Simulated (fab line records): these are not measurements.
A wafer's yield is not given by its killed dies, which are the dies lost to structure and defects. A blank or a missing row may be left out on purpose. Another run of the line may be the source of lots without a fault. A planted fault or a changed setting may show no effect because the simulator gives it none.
A struck lot beside a sound one + flow sky130 + 15 out of 708 route steps
Sound: wafers L591.1, L591.2, L591.3. Struck: wafer L582.6. (L582.3 of the same lot was not struck and is left out.) The cause comes at the end.
At each step with rows: each side's tool, then ch and its chambers, then its first start. Under that, the readings that differ: sound wafers + struck wafers + difference of the means + sigmas: that difference in standard deviations of wafers without a fault.
alike: words and numbers the same on both sides, and readings whose means are apart by under 2 such deviations; not compared: readings that were withheld, readings missing a value for some wafer, numbers with overlapping values and no deviation given by the record, and bounds like >300 which may hide the same value.
The two part at a step that has a row with sigmas, a row that says differs or no value, or rows on one side only. Numbers that have no deviation but don't overlap get no sigmas and don't part them. Lack of a reading on every wafer of one side parts them only where that side has two or more wafers.

SKY_VIA2_CMP_02: polishes SiO2.
  sound on cmp-01 ch 0,2,3, day 42 21:05; struck on cmp-01 ch 0, day 40 15:55
  alike: head pressure psi, motor current A
SKY_VIA2_BOW_MEAS_03:
  sound on film metro-02 at day 42 21:23; struck on film metro-02 at day 40 16:06
  alike: VIA2_BOW
then, 8 steps without rows for these wafers: SKY_VIA2_DEHYDRATE_04 (time 60 s); SKY_VIA2_HMDS_05 (prime time 60 s); SKY_VIA2_COAT_06 (resist thk 60 nm); SKY_VIA2_COAT_07 (resist thk 450 nm); SKY_VIA2_SOFTBAKE_08 (time 90 s); SKY_VIA2_EXPOSE_09 (exposes mask VIM2, target cd 200 nm); SKY_VIA2_PEB_10; SKY_VIA2_DEVELOP_11 (develop time 60 s).
SKY_VIA2_CD_MEAS_12 targets a cd of 200 nm.
  sound on cd sem-01 at day 43 20:07; struck on cd sem-01 at day 41 16:59
  alike: cd nm
SKY_VIA2_OVL_MEAS_13:
  sound on overlay-02 at day 43 20:14; struck on overlay-02 at day 41 17:05
| reading       | sound   | struck | difference | sigmas |
|---------------|---------|--------|------------|--------|
| VIA2_OVL (nm) | 3 -9 -4 | 8      | +11        | +2     |
SKY_VIA2_ETCH_14: etches BARC in N2/H2, stops on SiO2, time 45.9 s, target depth 60 nm.
  sound on rie diel-04 ch 0,2,3, day 43 20:16; struck on rie diel-03 ch 0, day 41 17:06
| reading                                     | sound             | struck | difference | sigmas |
|---------------------------------------------|-------------------|--------|------------|--------|
| h2 flow sccm (sccm)                         | 199.2 199.6 199.4 | 200.9  | +1.5       | +2     |
| oes product au (a.u.)                       | 0.857 0.857 0.863 | 0.972  | +0.113     | +22    |
| run length s (s)                            | 73.8 73.3 74.2    | 68.5   | -5.3       | -13    |
| model.KrF-thick_of_VIA2_COAT_07.thk nm (nm) | 391.3 393.6 394.3 | 395.7  | +2.6       |        |
  alike: chamber pressure mTorr, drypump motor current A, throttle valve pct
  not compared: rf hours counter h
SKY_VIA2_ETCH_15: etches SiO2 in C4F8/O2/Ar, stops on TiN, target depth 546 nm, time 84 s.
  sound on rie diel-04 ch 0,2,3, day 43 20:19; struck on rie diel-03 ch 0, day 41 17:08
| reading                                     | sound             | struck | difference | sigmas |
|---------------------------------------------|-------------------|--------|------------|--------|
| model.KrF-thick_of_VIA2_COAT_07.thk nm (nm) | 277.9 285.4 285.4 | 285.5  | +2.6       |        |
  alike: chamber pressure mTorr, oes product au, run length s
  not compared: rf hours counter h
SKY_VIA2_STRIP_16: strips in O2/N2.
  sound on plasma asher-03 ch 0,1, day 43 20:23; struck on plasma asher-03 ch 0, day 41 17:14
| reading                        | sound                | struck | difference | sigmas |
|--------------------------------|----------------------|--------|------------|--------|
| chamber pressure mTorr (mTorr) | 1499.6 1500.8 1498.4 | 1502.2 | +2.6       | +2     |
  alike: drypump motor current A, oes product au, strip time to endpoint s
  not compared: rf hours counter h

== WHERE THEY PART ==
Last at SKY_VIA2_STRIP_16 as far as this record goes, first at SKY_VIA2_OVL_MEAS_13.

WHY: what had been put in by the simulator
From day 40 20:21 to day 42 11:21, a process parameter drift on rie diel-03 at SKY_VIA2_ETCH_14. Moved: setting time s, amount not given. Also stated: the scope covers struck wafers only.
